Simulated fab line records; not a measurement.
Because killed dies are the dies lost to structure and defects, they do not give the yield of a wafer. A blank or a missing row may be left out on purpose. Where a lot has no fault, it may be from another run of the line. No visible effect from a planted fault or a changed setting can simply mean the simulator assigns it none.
Which tool is to blame? || flow gf180mcu || Sampling: 14 lots, 42 wafers, 4 of 602 route steps

WHAT THE GAUGES READ, wafer by wafer
GF_V5_RS_MEAS_24: measurement is done with a four-point probe.
{"lot": "L879", "measured": "day 27 02:05", "on": "film metro-01", "V5_W_RS (ohm/sq)": "0.327 0.324 0.331"}
{"lot": "L880", "measured": "day 27 14:01", "on": "film metro-01", "V5_W_RS (ohm/sq)": "0.328 0.327 0.324"}
{"lot": "L881", "measured": "day 27 15:38", "on": "film metro-01", "V5_W_RS (ohm/sq)": "0.325 0.337 0.329"}
{"lot": "L882", "measured": "day 27 19:14", "on": "film metro-03", "V5_W_RS (ohm/sq)": "0.325 0.329 0.326"}
{"lot": "L883", "measured": "day 28 03:59", "on": "film metro-01", "V5_W_RS (ohm/sq)": "0.333 0.328 0.331"}
{"lot": "L884", "measured": "day 28 10:17", "on": "film metro-01", "V5_W_RS (ohm/sq)": "0.323 0.321 0.324"}
{"lot": "L885", "measured": "day 28 16:55", "on": "film metro-01", "V5_W_RS (ohm/sq)": "0.323 0.319 0.322"}
{"lot": "L886", "measured": "day 29 04:26", "on": "film metro-01", "V5_W_RS (ohm/sq)": "0.325 0.328 0.323"}
{"lot": "L888", "measured": "day 29 23:03", "on": "film metro-03", "V5_W_RS (ohm/sq)": "0.327 0.322 0.333"}
{"lot": "L889", "measured": "day 29 23:22", "on": "film metro-03", "V5_W_RS (ohm/sq)": "0.326 0.327 0.327"}
{"lot": "L892", "measured": "day 31 01:15", "on": "film metro-01", "V5_W_RS (ohm/sq)": "0.325 0.323 0.323"}
{"lot": "L893", "measured": "day 31 03:56", "on": "film metro-02", "V5_W_RS (ohm/sq)": "0.322 0.326 0.317"}
{"lot": "L894", "measured": "day 31 17:19", "on": "film metro-01", "V5_W_RS (ohm/sq)": "0.331 0.327 0.326"}
{"lot": "L895", "measured": "day 31 18:56", "on": "film metro-03", "V5_W_RS (ohm/sq)": "0.328 0.324 0.327"}

GF_TOP_METAL_OVL_MEAS_15.
{"lot": "L879", "measured": "day 27 23:20", "on": "overlay-01", "TOP_METAL_OVL (nm)": "1.1 -1.3 1.0"}
{"lot": "L880", "measured": "day 28 11:38", "on": "overlay-02", "TOP_METAL_OVL (nm)": "-2.9 -2.7 -3.0"}
{"lot": "L881", "measured": "day 28 12:24", "on": "overlay-01", "TOP_METAL_OVL (nm)": "-0.2 2.7 2.8"}
{"lot": "L882", "measured": "day 28 16:57", "on": "overlay-01", "TOP_METAL_OVL (nm)": "-0.1 -0.3 1.0"}
{"lot": "L883", "measured": "day 29 00:35", "on": "overlay-01", "TOP_METAL_OVL (nm)": "-1.6 0.2 -0.1"}
{"lot": "L884", "measured": "day 29 07:08", "on": "overlay-02", "TOP_METAL_OVL (nm)": "0.7 -0.6 -0.1"}
{"lot": "L885", "measured": "day 29 13:08", "on": "overlay-02", "TOP_METAL_OVL (nm)": "-1.3 -2.0 -0.3"}
{"lot": "L886", "measured": "day 29 23:59", "on": "overlay-02", "TOP_METAL_OVL (nm)": "1.9 -0.2 0.7"}
{"lot": "L888", "measured": "day 30 17:35", "on": "overlay-02", "TOP_METAL_OVL (nm)": "-1.5 -1.4 -1.6"}
{"lot": "L889", "measured": "day 30 17:57", "on": "overlay-01", "TOP_METAL_OVL (nm)": "-2.4 -3.7 -0.2"}
{"lot": "L892", "measured": "day 31 19:39", "on": "overlay-01", "TOP_METAL_OVL (nm)": "0.4 -0.3 -1.5"}
{"lot": "L893", "measured": "day 31 21:21", "on": "overlay-02", "TOP_METAL_OVL (nm)": "-0.3 1.4 1.4"}
{"lot": "L894", "measured": "day 32 09:50", "on": "overlay-02", "TOP_METAL_OVL (nm)": "-0.8 -1.8 -0.6"}
{"lot": "L895", "measured": "day 32 11:36", "on": "overlay-02", "TOP_METAL_OVL (nm)": "0.1 0.1 -0.5"}

TOOL THAT RAN EACH LOT (tool first, then ch and the chambers of the sampled wafers, then the start)
{"lot": "L879", "GF_V4_CVD_23": "cvd w-02 ch 1, day 24 07:38", "GF_TOP_METAL_SPUTTER_03": "pvd sputter-01, day 27 03:01"}
{"lot": "L880", "GF_V4_CVD_23": "cvd w-01 ch 0,1, day 24 20:11", "GF_TOP_METAL_SPUTTER_03": "pvd sputter-03, day 27 14:39"}
{"lot": "L881", "GF_V4_CVD_23": "cvd w-02 ch 0,1, day 24 22:35", "GF_TOP_METAL_SPUTTER_03": "pvd sputter-01, day 27 16:18"}
{"lot": "L882", "GF_V4_CVD_23": "cvd w-01 ch 0,1, day 25 02:18", "GF_TOP_METAL_SPUTTER_03": "pvd sputter-03, day 27 20:14"}
{"lot": "L883", "GF_V4_CVD_23": "cvd w-02 ch 0,1, day 25 12:08", "GF_TOP_METAL_SPUTTER_03": "pvd sputter-02, day 28 04:39"}
{"lot": "L884", "GF_V4_CVD_23": "cvd w-01 ch 0,1, day 25 18:25", "GF_TOP_METAL_SPUTTER_03": "pvd sputter-02, day 28 10:58"}
{"lot": "L885", "GF_V4_CVD_23": "cvd w-02 ch 0,1, day 25 23:49", "GF_TOP_METAL_SPUTTER_03": "pvd sputter-01, day 28 17:31"}
{"lot": "L886", "GF_V4_CVD_23": "cvd w-02 ch 0,1, day 26 12:53", "GF_TOP_METAL_SPUTTER_03": "pvd sputter-01, day 29 05:04"}
{"lot": "L888", "GF_V4_CVD_23": "cvd w-01 ch 0,1, day 27 08:17", "GF_TOP_METAL_SPUTTER_03": "pvd sputter-03, day 29 23:40"}
{"lot": "L889", "GF_V4_CVD_23": "cvd w-02 ch 0,1, day 27 08:41", "GF_TOP_METAL_SPUTTER_03": "pvd sputter-01, day 30 00:01"}
{"lot": "L892", "GF_V4_CVD_23": "cvd w-01 ch 0,1, day 28 15:10", "GF_TOP_METAL_SPUTTER_03": "pvd sputter-03, day 31 01:53"}
{"lot": "L893", "GF_V4_CVD_23": "cvd w-02 ch 0,1, day 28 17:26", "GF_TOP_METAL_SPUTTER_03": "pvd sputter-02, day 31 04:34"}
{"lot": "L894", "GF_V4_CVD_23": "cvd w-01 ch 0,1, day 29 09:13", "GF_TOP_METAL_SPUTTER_03": "pvd sputter-01, day 31 17:58"}
{"lot": "L895", "GF_V4_CVD_23": "cvd w-02 ch 0,1, day 29 09:32", "GF_TOP_METAL_SPUTTER_03": "pvd sputter-03, day 31 19:34"}
- GF_V4_CVD_23: deposits W, target thk 350 nm, time 104.9 s.
- GF_TOP_METAL_SPUTTER_03: material Ti, target thk 5 nm, time 3.3 s.

AS READ BY THE TOOLS THEMSELVES (means over the sampled wafers that have a number; for cases with no such wafer, the mark the record gives instead)
GF_V4_CVD_23.
{"lot": "L879", "tool": "cvd w-02", "heater power outer w (W)": 642, "heater power w (W)": 986}
{"lot": "L880", "tool": "cvd w-01", "heater power outer w (W)": 530, "heater power w (W)": 917}
{"lot": "L881", "tool": "cvd w-02", "heater power outer w (W)": 538, "heater power w (W)": 897}
{"lot": "L882", "tool": "cvd w-01", "heater power outer w (W)": 521, "heater power w (W)": 890}
{"lot": "L883", "tool": "cvd w-02", "heater power outer w (W)": 583, "heater power w (W)": 946}
{"lot": "L884", "tool": "cvd w-01", "heater power outer w (W)": 521, "heater power w (W)": 911}
{"lot": "L885", "tool": "cvd w-02", "heater power outer w (W)": 585, "heater power w (W)": 938}
{"lot": "L886", "tool": "cvd w-02", "heater power outer w (W)": 578, "heater power w (W)": 936}
{"lot": "L888", "tool": "cvd w-01", "heater power outer w (W)": 524, "heater power w (W)": 884}
{"lot": "L889", "tool": "cvd w-02", "heater power outer w (W)": 538, "heater power w (W)": 889}
{"lot": "L892", "tool": "cvd w-01", "heater power outer w (W)": 514, "heater power w (W)": 888}
{"lot": "L893", "tool": "cvd w-02", "heater power outer w (W)": 592, "heater power w (W)": 949}
{"lot": "L894", "tool": "cvd w-01", "heater power outer w (W)": 523, "heater power w (W)": 938}
{"lot": "L895", "tool": "cvd w-02", "heater power outer w (W)": 585, "heater power w (W)": 938}

GF_TOP_METAL_SPUTTER_03.
{"lot": "L879", "tool": "pvd sputter-01", "throttle valve pct (%)": 30.2}
{"lot": "L880", "tool": "pvd sputter-03", "throttle valve pct (%)": 30.1}
{"lot": "L881", "tool": "pvd sputter-01", "throttle valve pct (%)": 30.3}
{"lot": "L882", "tool": "pvd sputter-03", "throttle valve pct (%)": 30.8}
{"lot": "L883", "tool": "pvd sputter-02", "throttle valve pct (%)": 29.8}
{"lot": "L884", "tool": "pvd sputter-02", "throttle valve pct (%)": 30.6}
{"lot": "L885", "tool": "pvd sputter-01", "throttle valve pct (%)": 29.9}
{"lot": "L886", "tool": "pvd sputter-01", "throttle valve pct (%)": 30.5}
{"lot": "L888", "tool": "pvd sputter-03", "throttle valve pct (%)": 30.2}
{"lot": "L889", "tool": "pvd sputter-01", "throttle valve pct (%)": 30.0}
{"lot": "L892", "tool": "pvd sputter-03", "throttle valve pct (%)": 28.7}
{"lot": "L893", "tool": "pvd sputter-02", "throttle valve pct (%)": 30.3}
{"lot": "L894", "tool": "pvd sputter-01", "throttle valve pct (%)": 30.5}
{"lot": "L895", "tool": "pvd sputter-03", "throttle valve pct (%)": 29.6}

THE ANSWER, worked out from the rows above alone
Rule: the usual values come from the lots themselves. Put in order of their means at a reading, lots are off if they are a third of the lots or fewer, leave a main group of 4 or more, and stand apart from it by a gap of 3 or more times the standard deviation of the main group's means; of several such gaps the widest counts. A main group whose means are all the same, to the digits that the tables above print for the reading, isn't used. A lot without any number at a reading at which 4 lots or more have one is off too. All remaining lots with rows at the step are treated as sound. The gauges are gone through in route order, then the tools' own readings, and for those a lot's mean is taken as printed above. At the first step where some lot is off, the reading lying furthest off is the one used; lots without a number count as furthest.
Across all readings shown, no lot is off: no conclusion can be drawn from this.

WHAT THE SIMULATOR HAD INSERTED
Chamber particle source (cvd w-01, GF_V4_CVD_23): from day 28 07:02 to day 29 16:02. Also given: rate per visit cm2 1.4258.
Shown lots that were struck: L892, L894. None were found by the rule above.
